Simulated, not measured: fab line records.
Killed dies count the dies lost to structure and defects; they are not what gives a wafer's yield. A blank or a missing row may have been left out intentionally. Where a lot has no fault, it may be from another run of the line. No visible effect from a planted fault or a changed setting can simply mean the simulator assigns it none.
One fault through the eyes of 2 desks | flow gf180mcu | what lay behind the numbers comes last; until then each desk has only its own

FROM THE METROLOGY DESK
Means of the sampled wafers that have a number, per lot and without regard to the tool the lot ran on: this is what the gauges read. Marked OUT: a lot whose mean sits more than 4 standard deviations from the usual mean, which makes it out of limits; the brackets give that distance.
Columns: A = V5_W_RS at GF_V5_RS_MEAS_24, usual 0.330 ohm/sq; B = V5_W_THK at GF_V5_THK_MEAS_25, usual 358 nm
lot  | first seen here | A     | B
L329 | day 29 00:16    | 0.328 | 361
L334 | day 30 05:55    | 0.330 | 346
L341 | day 32 05:18    | 0.329 | 362
L343 | day 32 16:47    | 0.335 | 356
L344 | day 32 23:40    | 0.332 | 359
L346 | day 33 08:08    | 0.333 | 356
This desk's verdict: no lot among the 6 shows anything out of limits.

DESK OF THE TOOL OWNER: pvd sputter-01
The tool's own readings at GF_TOP_METAL_SPUTTER_03 (material Ti, target thk 5 nm, time 3.3 s): means of the sampled wafers that have a number, for each lot that ran on this tool. Marked OUT: a lot whose mean sits more than 4 standard deviations from the usual mean, which makes it out of limits; the brackets give that distance.
Columns: A = throttle valve pct at GF_TOP_METAL_SPUTTER_03, usual 29.3 %
lot  | first seen here | A
L329 | day 29 00:55    | 29.0
L341 | day 32 05:55    | 29.7
L343 | day 32 17:25    | 29.0
This desk's verdict: no lot among the 3 shows anything out of limits.

PUT TOGETHER
At the metrology desk, nothing out of limits was observed.
The tool owner's desk saw nothing out of limits.

WHAT THE SIMULATOR HAD INSERTED
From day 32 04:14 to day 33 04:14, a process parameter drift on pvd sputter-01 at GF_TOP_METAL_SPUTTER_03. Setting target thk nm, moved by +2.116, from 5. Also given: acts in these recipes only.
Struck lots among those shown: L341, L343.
